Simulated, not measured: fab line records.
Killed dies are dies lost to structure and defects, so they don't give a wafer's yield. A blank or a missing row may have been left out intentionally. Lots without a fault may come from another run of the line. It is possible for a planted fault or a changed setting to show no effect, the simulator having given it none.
fab line records    flow sky130
record: lots: 11  wafers: 33  lastDay: 50
route steps=708 shown RES_XHIGH@340 LI_CONTACT@374 LOCAL_INTERCONNECT@401 CONTACT@408
lots with no fault: from the same line, run without faults
startH: hours from the record's first day to the start of the lot's first wafer shown    waitH: how many hours have passed since the lot's step before this one    " unchanged from the row above    L1.1+2: several wafers, shown together as one row    - no value, or no start given    * or withheld: withheld    < > ~ a bound
route shown NAME@n: NAME is a module with steps in the file, n the number in the route of the first one    usual: the fault-free wafers' mean and standard deviation    same: alike in all rows    chamber/n: place in a boat    sites: the reading at each site    _std_site: the standard deviation of these    _edge_site: inner sites' mean taken away from outer sites' mean    radiusMm: for every site, how far away it sits from the centre of the wafer    mask NAME#n: copy n    behind: the last tool/chamber to shape the wafer    hold: why the lot was held/for how many hours/how that ended    device: whichever transistor did not switch (one of n, p or np)    end of line: the route-end tests of the same wafers    a step with no rows: only its recipe    killed: the dies lost at the first sort to structure and to defects; this is not the yield of the wafer    map: a wafer's dies, x killed, . not, _ none there
set.NAME: the setting the step ran with; set.NAME@STEP: the setting that earlier step ran with    model.NAME: the simulator's own value behind a step, which no gauge read
one table for each step of the route and one row for each wafer, over a sample of lots
services: when a tool's chamber went out of use (startH, in hours from the record's first day, below 0 if earlier), for how many hours, and the reason
== steps ==
step: SKY_RES_XHIGH_STRIP_08
recipe: chemistry: O2/N2  powerW: 1400  pressureMtorr: 1500  platenTempC: withheld  o2FlowSccm: 3000  n2FlowSccm: 300  overashFraction: 0.5
usual: drypumpMotorCurrentA: 5.4/0.38  o2FlowSccm: 3001/9.7  oesProductAu: 0.711/0.0044  stripTimeToEndpointS: 14.26/0.039
lot.wafer  tool            chamber  startH  waitH  drypumpMotorCurrentA  o2FlowSccm  oesProductAu  rfHoursCounterH  stripTimeToEndpointS
L704.1     plasmaAsher-04  0        611.05  0.1    5.9                   2997        0.714         94               14.25
L704.3     "               1        "       "      5.8                   2984        0.712         -                14.24
L704.6     "               1        "       "      5.8                   2987        0.712         -                14.31
L705.1     plasmaAsher-01  1        613.11  0.1    5.3                   2984        0.717         50               14.25
L705.3     "               0        "       "      5.4                   2999        0.704         -                14.30
L705.5     "               0        "       "      5.4                   2998        0.706         -                14.22
L706.2     plasmaAsher-04  1        629.86  0.1    5.8                   3003        0.709         96               14.24
L706.4     "               0        "       "      5.9                   3007        0.712         -                14.25
L706.5     "               1        "       "      5.8                   3025        0.708         -                14.23
L707.1     plasmaAsher-02  1        633.40  0.1    4.7                   3004        0.703         19               14.25
L707.4     "               0        "       "      5.7                   3013        0.704         -                14.24
L707.5     "               1        "       "      4.7                   2986        0.702         -                14.23
L708.1     plasmaAsher-01  1        641.70  0.1    5.3                   2998        0.708         54               14.34
L708.2     "               0        "       "      5.4                   3003        0.707         54               14.33
L708.5     "               0        "       "      5.4                   2981        0.717         -                14.33
L709.1     plasmaAsher-02  0        650.92  0.1    5.7                   3004        0.706         21               14.30
L709.3     "               0        "       "      5.7                   2993        0.714         -                14.26
L709.6     "               0        "       "      5.7                   2997        0.703         -                14.29
L710.2     plasmaAsher-04  0        662.25  0.1    5.9                   3003        0.702         100              14.27
L710.3     "               0        "       "      5.9                   2992        0.708         -                14.29
L710.4     "               1        "       "      5.8                   2997        0.714         -                14.30
L711.2     plasmaAsher-02  1        674.76  0.1    4.7                   2988        0.714         24               14.26
L711.5     "               1        "       "      4.7                   3014        0.708         -                14.27
L711.6     "               0        "       "      5.7                   3000        0.707         -                14.27
L719.1     plasmaAsher-04  1        746.91  0.1    5.8                   3014        0.717         0                14.27
L719.3     "               0        "       "      5.9                   2997        0.710         -                14.27
L719.4     "               1        "       "      5.8                   3000        0.715         -                14.27
L722.3     plasmaAsher-01  0        756.24  0.1    5.4                   2991        0.710         -                14.25
L722.5     "               0        "       "      5.4                   3012        0.707         -                14.25
L722.6     "               1        "       "      5.3                   2999        0.712         -                14.25
L725.1     plasmaAsher-01  0        790.85  0.1    5.4                   3005        0.719         69               14.26
L725.3     "               1        "       "      5.3                   3008        0.710         -                14.30
L725.6     "               1        "       "      5.3                   2981        0.714         -                14.28
step: SKY_LI_CONTACT_CD_MEAS_12
recipe: targetCdNm: 170
usual: cdNm: 170.7/1.6
lot.wafer  tool      chamber  startH  waitH  cdNm
L704.1     cdSem-02  -        669.40  -      170.3
L704.3     "         -        "       "      170.2
L704.6     "         -        "       "      171.1
L705.1     cdSem-01  -        671.70  -      173.7
L705.3     "         -        "       "      173.5
L705.5     "         -        "       "      173.4
L706.2     cdSem-02  -        687.84  -      169.2
L706.4     "         -        "       "      169.3
L706.5     "         -        "       "      166.8
L707.1     cdSem-01  -        692.57  -      169.6
L707.4     "         -        "       "      170.6
L707.5     "         -        "       "      169.2
L708.1     cdSem-01  -        699.75  -      171.3
L708.2     "         -        "       "      170.7
L708.5     "         -        "       "      170.6
L709.1     cdSem-01  -        709.70  -      168.4
L709.3     "         -        "       "      168.5
L709.6     "         -        "       "      169.0
L710.2     cdSem-01  -        719.92  -      171.1
L710.3     "         -        "       "      170.8
L710.4     "         -        "       "      171.1
L711.2     cdSem-02  -        731.90  -      170.1
L711.5     "         -        "       "      170.8
L711.6     "         -        "       "      172.1
L719.1     cdSem-01  -        803.00  -      170.2
L719.3     "         -        "       "      169.0
L719.4     "         -        "       "      168.8
L722.3     cdSem-01  -        810.04  -      172.9
L722.5     "         -        "       "      172.0
L722.6     "         -        "       "      171.7
L725.1     cdSem-01  -        845.47  -      171.4
L725.3     "         -        "       "      169.9
L725.6     "         -        "       "      171.6
step: SKY_LOCAL_INTERCONNECT_METAL_ETCH_14
recipe: targetDepthNm: 110  stopOn: PSG  chemistry: Cl2/BCl3  target: TiN  resistSidewallDeg: 88  pressureMtorr: 10  icpW: 900  biasW: 48.5  Cl2_flow_sccm: 60  bcl3FlowSccm: 30  timeS: 31.4
usual: drypumpMotorCurrentA: 6.0/0.34  oesProductAu: 0.940/0.0066  throttleValvePct: 21.902/0.0098
same: timeS: 31.4
lot.wafer  tool         chamber  startH  waitH  drypumpMotorCurrentA  oesProductAu  rfHoursCounterH  throttleValvePct
L704.1     rieMetal-01  1        699.52  0.0    5.5                   0.941         5                21.893
L704.3     "            0        "       "      6.4                   0.944         -                21.890
L704.6     "            1        "       "      5.5                   0.941         -                21.914
L705.1     rieMetal-01  1        701.74  0.0    5.5                   0.931         5                21.911
L705.3     "            1        "       "      5.5                   0.940         -                21.907
L705.5     "            0        "       "      6.4                   0.942         -                21.897
L706.2     rieMetal-01  1        716.69  0.0    5.5                   0.935         5                21.897
L706.4     "            0        "       "      6.4                   0.948         -                21.912
L706.5     "            1        "       "      5.5                   0.945         -                21.893
L707.1     rieMetal-03  1        721.52  0.0    6.3                   0.944         4                21.888
L707.4     "            0        "       "      6.0                   0.937         -                21.902
L707.5     "            0        "       "      6.0                   0.937         -                21.911
L708.1     rieMetal-03  0        729.33  0.0    6.0                   0.944         2                21.885
L708.2     "            1        "       "      6.2                   0.932         4                21.906
L708.5     "            0        "       "      6.0                   0.945         -                21.902
L709.1     rieMetal-04  0        738.27  0.0    5.8                   0.939         4                21.894
L709.3     "            0        "       "      5.8                   0.935         -                21.901
L709.6     "            0        "       "      5.8                   0.942         -                21.903
L710.2     rieMetal-03  1        749.27  0.0    6.2                   0.939         5                21.883
L710.3     "            0        "       "      6.1                   0.952         -                21.912
L710.4     "            1        "       "      6.2                   0.943         -                21.907
L711.2     rieMetal-03  0        760.99  0.0    6.0                   0.927         3                21.882
L711.5     "            0        "       "      6.0                   0.923         -                21.909
L711.6     "            1        "       "      6.2                   0.921         -                21.906
L719.1     rieMetal-03  0        830.33  0.0    6.0                   0.943         6                21.911
L719.3     "            1        "       "      6.2                   0.945         -                21.896
L719.4     "            0        "       "      6.0                   0.941         -                21.889
L722.3     rieMetal-01  1        838.64  0.1    5.5                   0.948         -                21.887
L722.5     "            1        "       "      5.5                   0.935         -                21.906
L722.6     "            1        "       "      5.5                   0.953         -                21.892
L725.1     rieMetal-03  0        872.97  0.0    6.1                   0.932         8                21.899
L725.3     "            1        "       "      6.3                   0.944         -                21.890
L725.6     "            0        "       "      6.0                   0.945         -                21.907
step: SKY_CONTACT_HDPCVD_02
recipe: material: SiO2  targetThkNm: 565  sigmaOpenFrac: 0.3  timeS: 94.2  tempC: 600  sih4FlowSccm: 60  pressureMtorr: 6
lot.wafer   tool       chamber  startH  waitH
L704.1+3+6  hdpcvd-01  0,2,2    700.34  0.1
L705.1+3+5  hdpcvd-01  1,2,1    702.56  0.1
L706.2+4+5  hdpcvd-01  0,0,1    717.46  0.0
L707.1+4+5  hdpcvd-02  1,1,0    722.25  0.1
L708.1+2+5  hdpcvd-01  0,1,2    730.54  0.1
L709.1+3+6  hdpcvd-01  2,0,2    739.10  0.1
L710.2+3+4  hdpcvd-01  0,2,2    750.05  0.0
L711.2+5+6  hdpcvd-01  1,0,2    761.73  0.0
L719.1+3+4  hdpcvd-02  0,1,0    831.09  0.1
L722.3+5+6  hdpcvd-01  0,1,2    839.42  0.0
L725.1+3+6  hdpcvd-02  1,0,2    873.70  0.1
step: SKY_CONTACT_THK_MEAS_03
recipe: reads: SiO2_of_CONTACT_HDPCVD_02
usual: CONTACT_HDPCVD_THK: 563/6.2
lot.wafer  tool          chamber  startH  waitH  hold                     CONTACT_HDPCVD_THK[nm]
L704.1     filmMetro-02  -        700.41  0.0    -                        564
L704.3     "             -        "       "      -                        555
L704.6     "             -        "       "      -                        551
L705.1     filmMetro-04  -        702.63  0.0    -                        559
L705.3     "             -        "       "      -                        565
L705.5     "             -        "       "      -                        555
L706.2     filmMetro-01  -        717.54  0.0    -                        564
L706.4     "             -        "       "      -                        567
L706.5     "             -        "       "      -                        560
L707.1     filmMetro-02  -        722.32  0.0    -                        560
L707.4     "             -        "       "      -                        565
L707.5     "             -        "       "      -                        553
L708.1     filmMetro-02  -        730.61  0.0    -                        572
L708.2     "             -        "       "      -                        560
L708.5     "             -        "       "      -                        565
L709.1     filmMetro-02  -        739.17  0.0    -                        570
L709.3     "             -        "       "      -                        568
L709.6     "             -        "       "      -                        564
L710.2     filmMetro-04  -        750.13  0.0    -                        570
L710.3     "             -        "       "      -                        568
L710.4     "             -        "       "      -                        567
L711.2     filmMetro-01  -        761.81  0.0    -                        557
L711.5     "             -        "       "      -                        557
L711.6     "             -        "       "      -                        563
L719.1     filmMetro-01  -        831.16  0.0    -                        568
L719.3     "             -        "       "      -                        562
L719.4     "             -        "       "      -                        559
L722.3     filmMetro-01  -        839.51  0.1    awaitDispo/0.2h/release  806
L722.5     "             -        "       "      awaitDispo/0.2h/release  559
L722.6     "             -        "       "      awaitDispo/0.2h/release  560
L722.3     filmMetro-01  -        839.74  0.2    -                        807
L722.5     "             -        "       "      -                        558
L722.6     "             -        "       "      -                        560
L725.1     filmMetro-01  -        873.77  0.0    -                        574
L725.3     "             -        "       "      -                        565
L725.6     "             -        "       "      -                        559
step: SKY_CONTACT_CMP_04
recipe: material: SiO2  downForcePsi: 4  platenRpm: 60  padVelocityMS: 0.94248
usual: edgeZonePressureFrac: 0.999/0.0049  motorCurrentA: 11.6/0.78  retainingRingPressureFrac: 1.000/0.005  timeToEndpointS: 79/4.3
lot.wafer  tool    chamber  startH  waitH  hold                     edgeZonePressureFrac  motorCurrentA  retainingRingPressureFrac  timeToEndpointS
L704.1     cmp-02  1        700.47  0.1    -                        1.001                 11.5           1.009                      71
L704.3     "       3        "       "      -                        0.996                 11.6           1.004                      72
L704.6     "       1        "       "      -                        0.999                 11.5           1.010                      71
L705.1     cmp-01  3        702.79  0.1    -                        1.001                 12.4           1.004                      80
L705.3     "       0        "       "      -                        0.998                 10.4           0.996                      80
L705.5     "       1        "       "      -                        0.997                 11.5           1.007                      79
L706.2     cmp-01  1        717.69  0.1    -                        0.997                 11.1           1.004                      83
L706.4     "       2        "       "      -                        1.003                 12.6           0.999                      80
L706.5     "       0        "       "      -                        0.996                 10.6           1.004                      74
L707.4     cmp-02  3        722.38  0.0    -                        0.998                 10.5           1.000                      77
L707.1     "       0        "       "      -                        0.996                 11.4           1.008                      73
L707.5     "       3        "       "      -                        1.006                 11.4           0.995                      73
L708.1     cmp-01  0        730.67  0.1    -                        1.004                 10.6           1.001                      79
L708.2     "       3        "       "      -                        1.005                 12.6           1.000                      83
L708.5     "       1        "       "      -                        1.002                 11.6           0.998                      88
L709.1     cmp-02  2        739.23  0.1    -                        1.001                 11.8           0.990                      79
L709.3     "       0        "       "      -                        1.004                 11.4           0.994                      80
L709.6     "       3        "       "      -                        0.999                 11.2           0.997                      79
L710.3     cmp-02  3        750.18  0.0    -                        1.007                 10.7           0.999                      80
L710.4     "       1        "       "      -                        0.991                 11.3           1.000                      77
L710.2     "       2        "       "      -                        1.007                 11.1           1.000                      79
L711.2     cmp-01  2        761.86  0.0    -                        0.994                 13.3           1.007                      79
L711.5     "       2        "       "      -                        0.998                 12.9           1.012                      77
L711.6     "       3        "       "      -                        0.990                 11.6           1.003                      84
L719.4     cmp-01  1        831.22  0.0    -                        1.000                 12.6           1.001                      83
L719.1     "       3        "       "      -                        0.999                 12.6           1.002                      82
L719.3     "       0        "       "      -                        0.999                 10.3           0.997                      77
L722.3     cmp-01  3        843.84  4.1    awaitDispo/4.1h/release  0.992                 12.3           0.991                      169
L722.6     "       3        "       "      awaitDispo/4.1h/release  0.997                 11.7           0.997                      80
L722.5     "       0        "       "      awaitDispo/4.1h/release  1.001                 10.4           0.991                      73
L725.1     cmp-02  1        873.88  0.1    -                        1.007                 11.1           1.001                      83
L725.3     "       2        "       "      -                        0.995                 12.0           0.994                      78
L725.6     "       1        "       "      -                        1.004                 11.8           1.003                      73
== services ==
tool            chamber  startH  hours  kind
cmp-01          -        596.70  12.5   pm
hdpcvd-01       -        611.42  1.3    repair
cmp-01          -        633.18  0.6    repair
cmp-01          -        637.19  8.9    repair
cmp-02          -        658.46  3.9    repair
cmp-02          -        667.15  5.2    pm
rieMetal-01     -        672.74  2.8    pm
plasmaAsher-01  -        710.08  14.6   pm
hdpcvd-01       -        715.82  1.2    repair
hdpcvd-01       -        731.97  2.8    pm
plasmaAsher-04  -        733.75  9.0    pm
cmp-01          -        744.15  4.0    pm
rieMetal-01     -        748.06  14.6   pm
plasmaAsher-04  -        771.67  2.8    pm
rieMetal-01     -        774.12  0.2    repair
plasmaAsher-01  -        776.87  2.8    pm
cmp-01          -        777.44  0.9    repair
hdpcvd-01       -        780.78  1.2    repair
cmp-01          -        781.58  5.0    pm
rieMetal-01     -        807.82  0.4    repair
rieMetal-01     -        810.12  4.3    pm
rieMetal-01     1        816.83  2.0    repair
hdpcvd-01       0        855.04  2.0    repair
cmp-01          -        865.34  0.4    repair
== key ==
firstSign: step: SKY_CONTACT_THK_MEAS_03  reading: visit  direction: added
effect: step: SKY_CONTACT_THK_MEAS_03  reading: CONTACT_HDPCVD_THK  direction: up  sigmas: 39  usual: 563  struck: 806
effect: step: SKY_CONTACT_CMP_04  reading: timeToEndpointS  direction: up  sigmas: 21  usual: *  struck: *
metAt SKY_CONTACT_HDPCVD_02
struckLots L722
struckWafers L722.3
testerLeftOut L722
notActingAt SKY_RES_XHIGH_STRIP_08,SKY_LI_CONTACT_CD_MEAS_12,SKY_LOCAL_INTERCONNECT_METAL_ETCH_14
onsetBetween 761.73 839.42
fault: kind: processParameterDrift  tool: hdpcvd-01  chamber: 0  onsetH: 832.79  steps: SKY_CONTACT_HDPCVD_02  channel: targetThkNm  offset: 247.39  shape: step  endH: 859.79  actsIn: theseRecipesOnly  stated: 565
testerLeftOut: of these lots the tester's yield and bins aren't shown, on N5 and GAA mostly nor the transistor test; their killed dies are dies lost to structure and defects alone, not to doping, threshold or leakage, so they don't give the yield
